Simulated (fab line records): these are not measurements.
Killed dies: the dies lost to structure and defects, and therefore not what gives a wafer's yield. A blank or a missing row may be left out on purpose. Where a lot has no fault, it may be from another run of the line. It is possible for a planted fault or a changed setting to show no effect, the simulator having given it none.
A lot that was struck, set against a sound lot || flow sfq_line || 14 steps out of a route of 325
Sound: wafers L178.1, L178.3, L178.5. Struck: wafer L196.2. (L196.4 of the same lot was not struck and is left out.) The cause comes at the end.
Order at every step that has rows: each side's tool, ch and its chambers, its first start. Under that, the readings that differ: sound wafers || struck wafers || difference of the means || sigmas: that difference in standard deviations of wafers without a fault.
alike: same words and numbers on both sides, and readings whose means sit less than 2 such deviations apart. not compared: any withheld reading, any reading some wafer has no value for, any bound like >300 that may hide the same value, and any number with overlapping values for which the record gives no deviation.
A row with sigmas, a row that says differs or no value, or rows on one side alone: a step with any of these is where the two part. Non-overlapping numbers with no deviation appear without sigmas and do not part them. A reading that every wafer of one side lacks parts them only if that side has two wafers or more.

first, 2 steps without rows for these wafers: SFQ_TRILAYER_L0_VIA_STRIP_SOLV_CLEAN_018 (cleans in NMP, time 600 s); SFQ_TRILAYER_M0_DEP_PRE_CLEAN_020 (time 15 s).
SFQ_TRILAYER_M0_DEP_SPUTTER_019: material Nb, target thk 200 nm, time 133.3 s.
  sound on pvd_sputter-06, day 4 22:53; struck on pvd_sputter-06, day 13 07:04
  alike: throttle_valve_pct
SFQ_M0_RS_MEAS_904: the measuring method here is four-point-probe.
  sound on film_metro-04, day 4 22:58; struck on film_metro-02, day 13 07:10
  alike: M0_NB_RS
then, 6 steps without rows for these wafers: SFQ_TRILAYER_M0_LITHO_COAT_026 (resist thk 62 nm); SFQ_TRILAYER_M0_LITHO_COAT_021 (resist thk 600 nm); SFQ_TRILAYER_M0_LITHO_SOFTBAKE_025; SFQ_TRILAYER_M0_LITHO_EXPOSE_022 (exposes mask M0, target cd 500 nm); SFQ_TRILAYER_M0_LITHO_PEB_024 (peb time 60 s); SFQ_TRILAYER_M0_LITHO_DEVELOP_023 (time 60 s).
SFQ_M0_OVL_MEAS_906:
  sound on overlay-02, day 8 16:32; struck on overlay-01, day 13 23:14
  alike: M0_OVL
SFQ_TRILAYER_M0_BARC_OPEN_METAL_ETCH_031: etches BARC in O2, target depth 125 nm, time 41.7 s.
  sound on rie_metal-03 ch 0,1, day 8 16:34; struck on rie_metal-01 ch 0, day 13 23:16
{"reading": "oes_product_au (a.u.)", "sound": "0.682 0.683 0.685", "struck": 0.563, "difference": -0.120, "sigmas": -28}
{"reading": "run_length_s (s)", "sound": "70.0 69.7 69.7", "struck": 95.9, "difference": "+26.1", "sigmas": "+87"}
{"reading": "model.KrF_of_TRILAYER_M0_LITHO_COAT_021.thk_nm (nm)", "sound": "520.2 520.4 518.9", "struck": 490.8, "difference": -29.0, "sigmas": ""}
{"reading": "model.SiO2_of_TRILAYER_L0_CAP_PECVD_011.thk_nm (nm)", "sound": "54.58 55.2 56.06", "struck": 53.16, "difference": -2.12, "sigmas": ""}
  alike: drypump_motor_current_A, rf_fwd_power_W
  not compared: rf_hours_counter_h
SFQ_TRILAYER_M0_ETCH_METAL_ETCH_024: etches Nb in Cl2/Ar, stops on SiO2, target depth 240 nm, time 120 s.
  sound on rie_metal-03 ch 0,1, day 8 16:37; struck on rie_metal-01 ch 0, day 13 23:20
{"reading": "model.KrF_of_TRILAYER_M0_LITHO_COAT_021.thk_nm (nm)", "sound": "378.4 377.7 375.7", "struck": 350.3, "difference": -27.0, "sigmas": ""}
  alike: drypump_motor_current_A, oes_product_au, rf_fwd_power_W, run_length_s
  not compared: rf_hours_counter_h
SFQ_TRILAYER_M0_STRIP_STRIP_025: strips in O2.
  sound on rie_metal-03 ch 0,1, day 8 16:45; struck on rie_metal-01 ch 0, day 13 23:28
{"reading": "oes_product_au (a.u.)", "sound": "1.010 1.012 1.007", "struck": 0.988, "difference": -0.022, "sigmas": -3}
  alike: drypump_motor_current_A
  not compared: rf_hours_counter_h

## WHERE THEY PART
First at SFQ_TRILAYER_M0_BARC_OPEN_METAL_ETCH_031; last, within this record, at SFQ_TRILAYER_M0_STRIP_STRIP_025.

WHY: whatever the simulator had introduced
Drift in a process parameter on rie_metal-01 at SFQ_TRILAYER_M0_BARC_OPEN_METAL_ETCH_031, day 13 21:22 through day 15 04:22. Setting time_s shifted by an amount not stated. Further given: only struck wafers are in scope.
